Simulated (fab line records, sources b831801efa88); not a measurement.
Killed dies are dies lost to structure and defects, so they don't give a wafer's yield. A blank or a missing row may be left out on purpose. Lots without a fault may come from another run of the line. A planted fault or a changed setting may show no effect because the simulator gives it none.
Which tool did it? | flow sky130 | 13 lots, 39 wafers sampled, at 4 steps of a route of 708

WHAT THE GAUGES READ, wafer by wafer
SKY_PAD_OPEN_BOW_MEAS_13. Usual: PAD_OPEN_BOW 48 um, standard deviation 8.4.
lot  | measured     | on            | PAD_OPEN_BOW (um) | flag
L202 | day 45 22:20 | film_metro-03 | 49 52 42          |
L204 | day 46 15:22 | film_metro-04 | 43 43 50          |
L205 | day 47 03:29 | film_metro-03 | 45 61 45          |
L207 | day 47 04:59 | film_metro-04 | 70 51 57          |
L208 | day 47 16:32 | film_metro-02 | 54 28 43          |
L210 | day 48 00:08 | film_metro-04 | 41 47 60          |
L211 | day 48 01:41 | film_metro-03 | 41 45 45          |
L217 | day 49 11:13 | film_metro-03 | 46 32 57          |
L219 | day 49 21:25 | film_metro-02 | 40 30 33          |
L220 | day 50 01:55 | film_metro-04 | 38 38 29          |
L222 | day 50 08:34 | film_metro-02 | 44 59 38          |
L223 | day 50 13:40 | film_metro-03 | 47 48 64          |
L225 | day 50 23:11 | film_metro-04 | 57 56 52          |

WHICH TOOL RAN EACH LOT (tool, then ch and the chambers of the sampled wafers, then the start)
lot  | SKY_METAL2_CLEAN_23             | SKY_VIA4_SPUTTER_17          | SKY_METAL5_SPUTTER_02
L202 | wet_bench-03 ch 1, day 35 07:31 | pvd_sputter-03, day 42 22:38 | pvd_sputter-03, day 42 23:32
L204 | wet_bench-01 ch 0, day 36 05:22 | pvd_sputter-04, day 43 17:26 | pvd_sputter-01, day 43 18:11
L205 | wet_bench-03 ch 1, day 36 17:40 | pvd_sputter-03, day 44 06:20 | pvd_sputter-03, day 44 07:04
L207 | wet_bench-03 ch 0, day 36 19:10 | pvd_sputter-04, day 44 06:58 | pvd_sputter-02, day 44 07:43
L208 | wet_bench-01 ch 3, day 37 13:25 | pvd_sputter-04, day 44 23:05 | pvd_sputter-03, day 44 23:50
L210 | wet_bench-03 ch 1, day 37 21:43 | pvd_sputter-03, day 45 04:32 | pvd_sputter-02, day 45 05:29
L211 | wet_bench-02 ch 1, day 37 23:33 | pvd_sputter-02, day 45 07:05 | pvd_sputter-03, day 45 07:47
L217 | wet_bench-03 ch 1, day 39 20:19 | pvd_sputter-02, day 46 21:36 | pvd_sputter-03, day 46 22:32
L219 | wet_bench-03 ch 1, day 40 11:39 | pvd_sputter-04, day 47 10:50 | pvd_sputter-02, day 47 11:34
L220 | wet_bench-03 ch 1, day 40 18:46 | pvd_sputter-02, day 47 15:37 | pvd_sputter-02, day 47 16:30
L222 | wet_bench-03 ch 1, day 41 04:08 | pvd_sputter-03, day 47 23:45 | pvd_sputter-02, day 48 00:29
L223 | wet_bench-03 ch 2, day 41 13:36 | pvd_sputter-03, day 48 04:41 | pvd_sputter-01, day 48 05:26
L225 | wet_bench-02 ch 1, day 42 00:44 | pvd_sputter-03, day 48 16:48 | pvd_sputter-01, day 48 17:32
- SKY_METAL2_CLEAN_23: cleans in O3/DIW.
- SKY_VIA4_SPUTTER_17: material TiN, target thk 20 nm, time 80 s.
- SKY_METAL5_SPUTTER_02: material AlCu, target thk 1150 nm, time 61.2 s.

WHAT THE TOOLS THEMSELVES READ (means of the sampled wafers that have a number; where no wafer has one, the mark that the record gives instead)
SKY_VIA4_SPUTTER_17. Usual: throttle_valve_pct 30.3 %, standard deviation 0.97.
lot  | tool           | throttle_valve_pct (%) | flag
L202 | pvd_sputter-03 | 30.0                   |
L204 | pvd_sputter-04 | 30.4                   |
L205 | pvd_sputter-03 | 30.5                   |
L207 | pvd_sputter-04 | 30.6                   |
L208 | pvd_sputter-04 | 29.6                   |
L210 | pvd_sputter-03 | 30.6                   |
L211 | pvd_sputter-02 | 29.9                   |
L217 | pvd_sputter-02 | 31.3                   |
L219 | pvd_sputter-04 | 29.0                   |
L220 | pvd_sputter-02 | 30.8                   |
L222 | pvd_sputter-03 | 30.1                   |
L223 | pvd_sputter-03 | 29.8                   |
L225 | pvd_sputter-03 | 30.3                   |

SKY_METAL5_SPUTTER_02. Usual: throttle_valve_pct 30.4 %, standard deviation 1.
lot  | tool           | throttle_valve_pct (%) | flag
L202 | pvd_sputter-03 | 30.1                   |
L204 | pvd_sputter-01 | 31.3                   |
L205 | pvd_sputter-03 | 30.0                   |
L207 | pvd_sputter-02 | 30.3                   |
L208 | pvd_sputter-03 | 30.8                   |
L210 | pvd_sputter-02 | 29.3                   |
L211 | pvd_sputter-03 | 30.5                   |
L217 | pvd_sputter-03 | 30.2                   |
L219 | pvd_sputter-02 | 30.9                   |
L220 | pvd_sputter-02 | 29.4                   |
L222 | pvd_sputter-02 | 30.8                   |
L223 | pvd_sputter-01 | 30.7                   |
L225 | pvd_sputter-01 | 30.5                   |

THE ANSWER, worked out from the rows above alone
Rule: a lot is off if the mean of its wafers that have a number lies more than 3 standard deviations from the usual mean. A lot without any number at a reading at which 4 lots or more have one is off too. The other lots that the step has rows for count as sound. The gauges are gone through in route order, then the tools' own readings, and for those a lot's mean is taken as printed above. The first step at which some lot is off is used, and at that step the reading that is off furthest; a lot without a number counts as furthest.
No lot is off at any reading shown: from this, nothing can be told.

WHAT THE SIMULATOR HAD PUT IN
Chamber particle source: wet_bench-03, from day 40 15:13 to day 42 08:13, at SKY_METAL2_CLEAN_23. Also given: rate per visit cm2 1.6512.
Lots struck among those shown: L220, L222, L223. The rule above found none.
